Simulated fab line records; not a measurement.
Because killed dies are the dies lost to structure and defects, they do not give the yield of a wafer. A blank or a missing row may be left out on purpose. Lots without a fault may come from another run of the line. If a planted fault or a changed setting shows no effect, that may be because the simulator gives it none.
One fault through the eyes of 2 desks	flow gf180mcu	each desk holds nothing but its own numbers, with what lay behind them at the end

## THE TOOL OWNER'S DESK: pvd-sputter-03
At GF_M4_SPUTTER_01 (material TiN, target thk 30 nm, time 25 s) the tool's own readings: per lot run on this tool, the mean of the sampled wafers that have a number. Marked OUT: a lot whose mean sits more than 4 standard deviations from the usual mean, which makes it out of limits; the brackets give that distance.
Columns: A = throttle-valve-pct at GF_M4_SPUTTER_01, usual 29.8 %
lot	first seen here	A
L411	day 23 08:14	30.5
L416	day 24 14:11	30.6
L421	day 26 11:11	30.5
L432	day 29 23:20	29.5
Finding of this desk: none of the 4 lots has anything out of limits.

## THE METROLOGY DESK
What the gauges read for every lot (on any tool): the sampled wafers with a number, averaged. Marked OUT: a lot whose mean sits more than 4 standard deviations from the usual mean, which makes it out of limits; the brackets give that distance.
Columns: A = TOP_METAL_ALCU_RS at GF_TOP_METAL_RS_MEAS_05, usual 0.0328 ohm/sq; B = cd-nm at GF_TOP_METAL_CD_MEAS_14, usual 440.4 nm
lot	first seen here	A	B
L409	day 27 08:55	0.0330	438.6
L410	day 27 17:16	0.0322	442.6
L412	day 28 02:29	0.0324	439.8
L411	day 28 03:23	0.0327	439.3
L413	day 28 18:30	0.0325	441.5
L416	day 29 04:43	0.0331	437.8
L421	day 30 21:09	0.0325	440.6
L424	day 31 12:58	0.0324	440.8
L426	day 32 04:37	0.0326	440.5
L429	day 33 04:20	0.0327	439.9
L431	day 33 12:01	0.0332	440.2
L430	day 33 13:07	0.0330	439.6
L432	day 33 20:19	0.0323	440.3
Finding of this desk: none of the 13 lots has anything out of limits.

## TAKEN TOGETHER
The tool owner's desk saw nothing out of limits.
At the metrology desk, nothing out of limits was observed.

## WHAT THE SIMULATOR PUT IN
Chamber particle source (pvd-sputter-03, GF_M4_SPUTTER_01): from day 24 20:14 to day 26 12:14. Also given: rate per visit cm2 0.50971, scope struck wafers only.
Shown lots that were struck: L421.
